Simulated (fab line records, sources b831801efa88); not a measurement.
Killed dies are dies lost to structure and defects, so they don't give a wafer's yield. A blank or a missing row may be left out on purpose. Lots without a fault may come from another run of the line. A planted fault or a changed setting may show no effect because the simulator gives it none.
Which tool did it? | flow gf180mcu | 6 lots, 17 wafers sampled, at 2 steps of a route of 602

WHAT THE GAUGES READ, wafer by wafer
GF_M1_RS_MEAS_05: measures by four-point-probe.
lot  | measured     | on            | M1_ALCU_RS (ohm/sq)
L476 | day 16 14:35 | film_metro-04 | 0.0701 0.0702 0.0704
L479 | day 17 14:52 | film_metro-04 | 0.0696 0.0698 0.0696
L482 | day 19 03:02 | film_metro-04 | 0.0710 0.0709 0.0714
L486 | day 20 11:43 | film_metro-01 | 0.0708 0.0699 0.0686
L488 | day 20 22:05 | film_metro-04 | 0.0703 0.0706 0.0707
L495 | day 23 08:55 | film_metro-01 | 0.0706 0.0695

WHICH TOOL RAN EACH LOT (tool, then ch and the chambers of the sampled wafers, then the start)
lot  | GF_HV_LDD_ETCHBACK_58
L476 | rie_diel-02 ch 1,2,3, day 12 21:14
L479 | rie_diel-04 ch 0,2,3, day 13 20:59
L482 | rie_diel-02 ch 1,2, day 15 05:08
L486 | rie_diel-03 ch 0,2, day 16 09:07
L488 | rie_diel-03 ch 0,1,3, day 16 21:25
L495 | rie_diel-02 ch 0,1, day 19 04:59
- GF_HV_LDD_ETCHBACK_58: etches Si3N4 in CH3F/O2, stops on SiO2, time 100 s, target depth 90 nm.

THE ANSWER, worked out from the rows above alone
Rule: what is usual is taken from the lots themselves. Put in order of their means at a reading, lots are off if they are a third of the lots or fewer, leave a main group of 4 or more, and stand apart from it by a gap of 3 or more times the standard deviation of the main group's means; of several such gaps the widest counts. A main group whose means are all the same, to the digits that the tables above print for the reading, isn't used. A lot without any number at a reading at which 4 lots or more have one is off too. The other lots that the step has rows for count as sound.
No lot is off at any reading shown: from this, nothing can be told.

WHAT THE SIMULATOR HAD PUT IN
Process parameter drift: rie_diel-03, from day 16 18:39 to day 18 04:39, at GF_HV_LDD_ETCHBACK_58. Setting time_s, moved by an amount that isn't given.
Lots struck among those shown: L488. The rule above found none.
